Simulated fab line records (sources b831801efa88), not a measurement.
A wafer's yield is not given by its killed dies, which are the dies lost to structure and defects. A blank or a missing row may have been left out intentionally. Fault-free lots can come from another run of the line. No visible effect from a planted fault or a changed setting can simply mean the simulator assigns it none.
Split-lot trial	flow sfq line	5 lots, 27 wafers read, on a route of 325 steps

ABOUT THE SPLIT
At SFQ_TRILAYER_M8_DEP_EVAP_198 (material Pt, target thk 50 nm, time 250 s), the setting time s was moved away from the recipe's 250 s on 9 of the 27 wafers read, by -33.4% to +45.8%. This setting was run at the recipe's value on the other wafers.

Reading taken at the split's own step.

THE READING
Pt_of_TRILAYER_M8_DEP_EVAP_198.thk nm (the simulator's own value, which no gauge read), in nm, at SFQ_TRILAYER_M8_DEP_EVAP_198 (material Pt, target thk 50 nm, time 250 s). There is no usual value for it anywhere in the file. The 18 wafers here that ran the recipe average 49.65 nm, standard deviation 0.35 nm.

wafer	tool, chamber at the split	time s as run, s	against the recipe	Pt_of_TRILAYER_M8_DEP_EVAP_198.thk nm, nm	against lot-mates on the recipe
L075.1	pvd sputter-01, -	364.5	+45.8%	72.42	+23.19
L075.2	pvd sputter-01, -	250	recipe	49.45	-
L075.3	pvd sputter-01, -	364.5	+45.8%	72.25	+23.02
L075.4	pvd sputter-01, -	250	recipe	49.39	-
L075.5	pvd sputter-01, -	250	recipe	48.86	-
L075.6	pvd sputter-01, -	364.5	+45.8%	72.13	+22.90
L078.1	pvd sputter-02, -	250	recipe	49.73	-
L078.2	pvd sputter-02, -	250	recipe	49.68	-
L078.3	pvd sputter-02, -	250	recipe	49.44	-
L078.4	pvd sputter-02, -	250	recipe	50.29	-
L078.5	pvd sputter-02, -	250	recipe	49.53	-
L078.6	pvd sputter-02, -	250	recipe	49.87	-
L081.1	pvd sputter-01, -	250	recipe	49.72	-
L081.2	pvd sputter-01, -	166.6	-33.4%	32.5	-16.85
L081.3	pvd sputter-01, -	166.6	-33.4%	32.66	-16.69
L081.4	pvd sputter-01, -	166.6	-33.4%	32.51	-16.84
L081.5	pvd sputter-01, -	250	recipe	49.09	-
L081.6	pvd sputter-01, -	250	recipe	49.24	-
L082.3	pvd sputter-01, -	250	recipe	49.79	-
L082.4	pvd sputter-01, -	250	recipe	49.94	-
L082.5	pvd sputter-01, -	250	recipe	49.89	-
L085.1	pvd sputter-01, -	197.5	-21.0%	39.66	-10.28
L085.2	pvd sputter-01, -	197.5	-21.0%	39.37	-10.57
L085.3	pvd sputter-01, -	250	recipe	49.92	-
L085.4	pvd sputter-01, -	250	recipe	49.92	-
L085.5	pvd sputter-01, -	250	recipe	49.98	-
L085.6	pvd sputter-01, -	197.5	-21.0%	39.41	-10.53

THE FIT
A straight line over all 27 wafers: Pt_of_TRILAYER_M8_DEP_EVAP_198.thk nm changes by +0.498 nm for each +1% of time s; r = +1.00; the points scatter about the line by 0.36 nm.
The same after taking each lot's own level away (the mean of its wafers on the recipe; 27 wafers): +0.502 nm for each +1%; r = +1.00; scatter 0.2 nm.
According to that fit, moving time s by its largest amount changes the reading by 23 nm.
From 49.233 to 49.940 nm: that is the span of the lots' own levels, equal to 2.0 times the standard deviation above.
Hence the lot-to-lot level has little effect on the slope; both slopes agree.
Check: with one of the wafers moved furthest among these (+45.8%) left out of the fit, the line predicts +23 nm for it against its lot-mates. It came out at +23.2 nm against them.

THESE WAFERS: OTHER SPLITS
These wafers also went through other splits before the reading. Each is held against what the fit with the lots' levels taken away leaves over:
other split on the same wafers	wafers away from the commonest value	r with Pt_of_TRILAYER_M8_DEP_EVAP_198.thk nm (lot level and that fit taken away)
SFQ_TRILAYER_C5_BARC_OPEN_VIA_ETCH_210 time s	12	-0.06
SFQ_TRILAYER_M7_DEP_SPUTTER_175 time s	6	+0.32
SFQ_TRILAYER_M7_ETCH_METAL_ETCH_180 time s	6	-0.41

FILE'S OWN FIT
Pt_of_TRILAYER_M8_DEP_EVAP_198.thk nm changes by +0.502 nm for each +1% of time s, r = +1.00.
